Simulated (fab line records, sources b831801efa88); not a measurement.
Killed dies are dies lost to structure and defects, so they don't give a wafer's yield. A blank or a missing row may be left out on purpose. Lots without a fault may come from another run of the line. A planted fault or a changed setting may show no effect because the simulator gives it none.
A struck lot beside a sound one | flow sfq_line | 28 steps out of a route of 325
Sound: wafers L330.2, L330.5, L330.6. Struck: wafer L333.3. (L333.2, L333.6 of the same lot were not struck and are left out.) The cause comes at the end.
At each step with rows: each side's tool, then ch and its chambers, then its first start. Under that, the readings that differ: sound wafers | struck wafers | difference of the means | sigmas: that difference in standard deviations of wafers without a fault.
alike: readings whose means differ by less than 2 such deviations, and words and numbers that are the same on both sides. not compared: withheld readings, readings that some wafer has no value for, bounds like >300 that may hide the same value, and numbers for which the record gives no deviation and whose values overlap.
The two part at a step that has a row with sigmas, a row that says differs or no value, or rows on one side only. Numbers that don't overlap but have no deviation are shown without sigmas and don't part them. A reading that every wafer of one side lacks parts them only if that side has two wafers or more.

first, 6 steps without rows for these wafers: SFQ_TRILAYER_M1_LITHO_COAT_044 (resist thk 62 nm); SFQ_TRILAYER_M1_LITHO_COAT_039 (resist thk 600 nm); SFQ_TRILAYER_M1_LITHO_SOFTBAKE_043; SFQ_TRILAYER_M1_LITHO_EXPOSE_040 (exposes mask M1, target cd 500 nm); SFQ_TRILAYER_M1_LITHO_PEB_042 (peb time 60 s); SFQ_TRILAYER_M1_LITHO_DEVELOP_041 (time 60 s).
SFQ_M1_OVL_MEAS_911:
  sound on overlay-01, day 23 09:54; struck on overlay-01, day 25 17:46
  alike: M1_OVL
then, 1 step without rows for these wafers: SFQ_TRILAYER_M1_BARC_OPEN_METAL_ETCH_054 (etches BARC in O2, target depth 125 nm, time 41.7 s).
SFQ_TRILAYER_M1_ETCH_METAL_ETCH_042: etches Nb in Cl2/Ar, stops on SiO2, target depth 240 nm, time 120 s.
  sound on rie_metal-03 ch 0,1, day 23 09:59; struck on rie_metal-03 ch 1, day 25 17:51
  reading               | sound             | struck | difference | sigmas
  oes_product_au (a.u.) | 0.894 0.904 0.892 | 0.880  | -0.017     | -2
  alike: drypump_motor_current_A
  not compared: rf_hours_counter_h
SFQ_TRILAYER_M1_STRIP_STRIP_043: strips in O2.
  sound on rie_metal-03 ch 0,1, day 23 10:07; struck on rie_metal-03 ch 1, day 25 17:59
  alike: drypump_motor_current_A, oes_product_au
  not compared: rf_hours_counter_h
then, 2 steps without rows for these wafers: SFQ_TRILAYER_M1_STRIP_SOLV_CLEAN_044 (cleans in NMP, time 600 s); SFQ_TRILAYER_I1_DEP_PECVD_045 (deposits SiO2 from SiH4/N2O, time 111.11 s, target thk 500 nm).
SFQ_TRILAYER_I1_CMP_CMP_046: polishes SiO2.
  sound on cmp-02 ch 0,1,3, day 23 12:28; struck on cmp-01 ch 1, day 25 19:20
  reading                                             | sound             | struck | difference | sigmas
  model.SiO2_of_TRILAYER_I1_DEP_PECVD_045.thk_nm (nm) | 198.2 199.9 200.3 | 216    | +17        |
  alike: motor_current_A, time_to_endpoint_s
SFQ_I1_BOW_MEAS_912:
  sound on film_metro-01, day 23 13:59; struck on film_metro-01, day 25 23:10
  not compared: I1_BOW
SFQ_TRILAYER_I1_METRO_MEASURE_047:
  sound on film_metro-01, day 23 14:17; struck on film_metro-01, day 26 02:55
  reading     | sound             | struck | difference | sigmas
  thk_nm (nm) | 198.2 200.0 200.1 | 215.8  | +16.4      | +18
then, 6 steps without rows for these wafers: SFQ_TRILAYER_I1_VIA_LITHO_COAT_054 (resist thk 62 nm); SFQ_TRILAYER_I1_VIA_LITHO_COAT_049 (resist thk 650 nm); SFQ_TRILAYER_I1_VIA_LITHO_SOFTBAKE_053; SFQ_TRILAYER_I1_VIA_LITHO_EXPOSE_050 (exposes mask I1, target cd 500 nm); SFQ_TRILAYER_I1_VIA_LITHO_PEB_052 (peb time 60 s); SFQ_TRILAYER_I1_VIA_LITHO_DEVELOP_051 (time 60 s).
-- the record jumps here: 5 days lie between the struck wafers' starts before and after --
SFQ_I1_OVL_MEAS_913:
  sound on overlay-01, day 30 00:58; struck on overlay-02, day 31 12:02
  alike: I1_OVL
SFQ_TRILAYER_I1_VIA_BARC_OPEN_VIA_ETCH_071: etches BARC in O2, target depth 125 nm, time 41.7 s.
  sound on rie_diel-01 ch 0,1,3, day 30 00:59; struck on rie_diel-01 ch 2, day 31 12:04
  reading                     | sound       | struck | difference | sigmas
  drypump_motor_current_A (A) | 6.6 6.2 5.8 | 5.1    | -1.1       | -2
  alike: oes_product_au
  not compared: rf_hours_counter_h
SFQ_TRILAYER_I1_VIA_ETCH_VIA_ETCH_052: etches SiO2 in CHF3, stops on Nb, target depth 260 nm.
  sound on rie_diel-01 ch 0,1,3, day 30 01:02; struck on rie_diel-01 ch 2, day 31 12:07
  reading                        | sound             | struck | difference | sigmas
  drypump_motor_current_A (A)    | 6.6 6.2 5.8       | 5.1    | -1.1       | -2
  oes_product_au (a.u.)          | 0.854 0.854 0.860 | 0.893  | +0.037     | +7
  model.I1.feature_depth_nm (nm) | 198.2 199.9 200.3 | 216    | +17        |
  model.etch.depth_nm (nm)       | 198.2 199.9 200.3 | 216    | +17        |
SFQ_TRILAYER_I1_VIA_STRIP_STRIP_053: strips in O2.
  sound on rie_metal-04 ch 0,1, day 30 01:08; struck on rie_metal-01 ch 0, day 31 12:13
  alike: drypump_motor_current_A, oes_product_au
  not compared: rf_hours_counter_h
then, 1 step without rows for these wafers: SFQ_TRILAYER_I1_VIA_STRIP_SOLV_CLEAN_054 (cleans in NMP, time 600 s).
SFQ_TRILAYER_M2_DEP_PRE_CLEAN_056: time 22.5 s.
  sound on pvd_sputter-05, day 30 01:55; struck on pvd_sputter-03, day 31 12:59
  reading                                             | sound             | struck | difference | sigmas
  model.SiO2_of_TRILAYER_I1_DEP_PECVD_045.thk_nm (nm) | 190.7 192.4 192.8 | 208.5  | +16.5      |
SFQ_TRILAYER_M2_DEP_SPUTTER_055: material Nb, target thk 200 nm, time 133.3 s.
  sound on pvd_sputter-05, day 30 01:56; struck on pvd_sputter-03, day 31 13:01
  alike: throttle_valve_pct

WHERE THEY PART
First at SFQ_TRILAYER_M1_ETCH_METAL_ETCH_042; last, within this record, at SFQ_TRILAYER_I1_VIA_ETCH_VIA_ETCH_052. Later steps at which nothing parts them and some readings are alike: SFQ_TRILAYER_I1_VIA_STRIP_STRIP_053, SFQ_TRILAYER_M2_DEP_SPUTTER_055.

WHY: what the simulator had put in
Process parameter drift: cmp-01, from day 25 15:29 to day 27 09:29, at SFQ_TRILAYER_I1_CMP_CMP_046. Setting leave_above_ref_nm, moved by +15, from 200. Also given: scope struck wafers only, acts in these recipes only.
